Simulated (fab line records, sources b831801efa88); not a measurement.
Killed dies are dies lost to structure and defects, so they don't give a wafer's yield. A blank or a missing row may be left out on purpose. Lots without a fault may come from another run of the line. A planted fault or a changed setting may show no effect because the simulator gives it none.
fab line records | flow sky130
record lots=5 wafers=15 last_day=50
route steps=708 shown SD_P@324 RES_XHIGH@332
lots that met no fault: from a run of the same line without faults
start_h: hours from the record's first day to the start of the lot's first wafer shown | wait_h: hours since the lot's step before | " the same as in the row above | L1.1+2: a row that stands for several wafers | - no value, or no start given | * or withheld: withheld | < > ~ a bound
route shown NAME@n: a module of which the file shows steps, and the number in the route of the first | usual: mean/standard deviation of fault-free wafers | same: alike in all rows | chamber/n: place in a boat | sites: the reading at each site | _std_site: their standard deviation | _edge_site: outer sites' mean less inner sites' | radius_mm: how far each site lies from the wafer's centre | mask NAME#n: copy n | behind: the tool/chamber that last shaped the wafer | hold: why the lot was held/for how many hours/how that ended | device: the transistor (n, p or np) that didn't switch | end of line: the same wafers' tests at the end of the route | a step without rows: its recipe alone | killed: dies lost to structure and defects at the first sort, not the wafer's yield | map: a wafer's dies, x killed, . not, _ none there
set.NAME: the setting as run; set.NAME@STEP: as run at that earlier step | model.NAME: the simulator's own value behind a step, which no gauge read
lots at some steps of the route; a table a step, a row a wafer
services: from which hour (start_h, from the record's first day; less than 0 if before it) a tool's chamber was out of use, for how many hours, and why
## steps
# step SKY_SD_P_EXPOSE_04
# recipe mask_id=PSDM na=0.6 source_shape=conventional sigma_outer=0.6 polarization=unpolarized target_cd_nm=380 dose_mj=138
# step SKY_SD_P_PEB_05
# recipe temp_c=withheld time_s=* resist=NOVOLAK
# step SKY_SD_P_DEVELOP_06
# recipe resist=NOVOLAK developer=TMAH develop_time_s=60 dev_temp_c=23
# step SKY_SD_P_CD_MEAS_07
# recipe target_cd_nm=380
# usual cd_nm=380.1/2.4
# columns lot.wafer tool chamber start_h wait_h cd_nm
L986.2 cd_sem-02 - 587.43 0.1 382.2
L986.3 " - " " 382.8
L986.4 " - " " 383.7
L988.1 cd_sem-02 - 602.87 0.1 379.6
L988.2 " - " " 378.9
L988.3 " - " " 380.0
L996.4 cd_sem-02 - 686.00 0.1 380.8
L996.5 " - " " 379.5
L996.6 " - " " 379.0
L101.3 cd_sem-02 - 720.45 0.1 381.8
L101.4 " - " " 378.7
L101.6 " - " " 378.7
L107.1 cd_sem-01 - 765.01 0.1 378.2
L107.3 " - " " 379.3
L107.5 " - " " 380.4
# step SKY_SD_P_OVL_MEAS_08
# usual SD_P_OVL=-1.2/1.3
# columns lot.wafer tool chamber start_h wait_h SD_P_OVL[nm]
L986.2 overlay-01 - 587.53 0.1 -1.2
L986.3 " - " " -1.6
L986.4 " - " " -2.3
L988.1 overlay-02 - 602.99 0.1 0.0
L988.2 " - " " -1.9
L988.3 " - " " -1.8
L996.4 overlay-02 - 686.07 0.1 -2.8
L996.5 " - " " -3.2
L996.6 " - " " -1.2
L101.3 overlay-02 - 720.54 0.1 -0.2
L101.4 " - " " -2.9
L101.6 " - " " -1.1
L107.1 overlay-02 - 765.13 0.1 0.0
L107.3 " - " " -0.6
L107.5 " - " " 1.4
# step SKY_SD_P_IMPLANT_09
# recipe species=BF2 energy_kev=20 dose_cm2=3e+15 tilt_deg=0
# step SKY_SD_P_STRIP_10
# recipe chemistry=O2/N2 power_w=1400 pressure_mtorr=1500 platen_temp_c=withheld o2_flow_sccm=3000 n2_flow_sccm=300 overash_fraction=0.5
# usual drypump_motor_current_A=5.7/0.37 o2_flow_sccm=3001/9.3 oes_product_au=0.618/0.0046 strip_time_to_endpoint_s=17.49/0.043
# columns lot.wafer tool chamber start_h wait_h drypump_motor_current_A o2_flow_sccm oes_product_au rf_hours_counter_h strip_time_to_endpoint_s
L986.2 plasma_asher-04 0 587.71 0.1 5.8 2991 0.621 47 17.43
L986.3 " 1 " " 6.2 3011 0.619 - 17.50
L986.4 " 0 " " 5.8 2997 0.624 - 17.50
L988.1 plasma_asher-02 0 603.18 0.1 5.9 3020 0.620 18 17.47
L988.2 " 1 " " 5.1 2986 0.627 18 17.52
L988.3 " 0 " " 5.9 3003 0.614 - 17.50
L996.4 plasma_asher-04 0 686.28 0.1 5.8 3016 0.614 - 17.49
L996.5 " 1 " " 6.2 2990 0.619 - 17.45
L996.6 " 0 " " 5.8 3007 0.619 - 17.44
L101.3 plasma_asher-04 1 720.75 0.1 6.2 2993 0.619 - 17.52
L101.4 " 0 " " 5.8 2999 0.621 - 17.53
L101.6 " 0 " " 5.8 2988 0.618 - 17.56
L107.1 plasma_asher-04 1 765.31 0.1 6.2 3000 0.609 65 17.42
L107.3 " 0 " " 5.8 3009 0.618 - 17.44
L107.5 " 1 " " 6.2 3010 0.616 - 17.42
# step SKY_SD_P_TW_MEAS_11
# usual SD_P_TW=2835/15
# columns lot.wafer tool chamber start_h wait_h SD_P_TW
L986.2 film_metro-04 - 587.82 0.1 2837
L986.3 " - " " 2834
L986.4 " - " " 2835
L988.1 film_metro-01 - 603.28 0.1 2852
L988.2 " - " " 2853
L988.3 " - " " 2860
L996.4 film_metro-04 - 686.37 0.1 2842
L996.5 " - " " 2839
L996.6 " - " " 2844
L101.3 film_metro-02 - 720.83 0.1 2831
L101.4 " - " " 2832
L101.6 " - " " 2840
L107.1 film_metro-02 - 765.41 0.1 2834
L107.3 " - " " 2846
L107.5 " - " " 2829
# step SKY_RES_XHIGH_DEHYDRATE_00
# recipe temp_c=200 time_s=60
# step SKY_RES_XHIGH_HMDS_01
# recipe prime_time_s=60 prime_temp_c=120
# step SKY_RES_XHIGH_COAT_02
# recipe resist=NOVOLAK spin_rpm=3000 resist_thk_nm=1140
# step SKY_RES_XHIGH_SOFTBAKE_03
# recipe temp_c=90 time_s=60 resist=NOVOLAK
# step SKY_RES_XHIGH_EXPOSE_04
# recipe mask_id=URPM na=0.6 source_shape=conventional sigma_outer=0.6 polarization=unpolarized target_cd_nm=1270 dose_mj=140
# columns lot.wafer tool chamber start_h wait_h mask
L986.2+3+4 iline_stepper-01 0 602.29 - URPM#0
L988.1+2+3 iline_stepper-01 0 617.72 - URPM#0
L996.4+5+6 iline_stepper-01 0 700.02 - URPM_R1#0
L101.3+4+6 iline_stepper-01 0 734.65 - URPM#0
L107.1+3+5 iline_stepper-01 0 778.56 - URPM#0
# step SKY_RES_XHIGH_PEB_05
# recipe temp_c=withheld time_s=* resist=NOVOLAK
## services
# columns tool chamber start_h hours kind
iline_stepper-01 - 575.26 6.2 repair
iline_stepper-01 - 585.20 4.4 pm
plasma_asher-02 - 604.04 1.7 repair
iline_stepper-01 0 612.20 - calibration
plasma_asher-04 - 648.97 0.6 repair
iline_stepper-01 - 740.71 1.7 pm
plasma_asher-04 - 770.17 4.3 pm
plasma_asher-04 - 774.50 14.6 pm
## key
first_sign step=SKY_RES_XHIGH_EXPOSE_04 reading=mask direction=changed
effect none on later readings
met_at SKY_RES_XHIGH_EXPOSE_04
struck_wafers L996.4,L996.5,L996.6
sort_left_out L996.4,L996.5,L996.6
tester_left_out L996
onset_between 617.72 700.02
fault kind=wrong_mask tool=any chamber=- onset_h=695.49 steps=SKY_RES_XHIGH_EXPOSE_04 aux_copy=URPM_R1#0 cd_offset_nm=190 scope=struck_lots_only
# tester_left_out: of these lots the tester's yield and bins aren't shown, on N5 and GAA mostly nor the transistor test; their killed dies are dies lost to structure and defects alone, not to doping, threshold or leakage, so they don't give the yield
# sort_left_out: the simulated sort isn't trusted on such a fault, so these wafers' sort isn't shown, and their yield isn't known
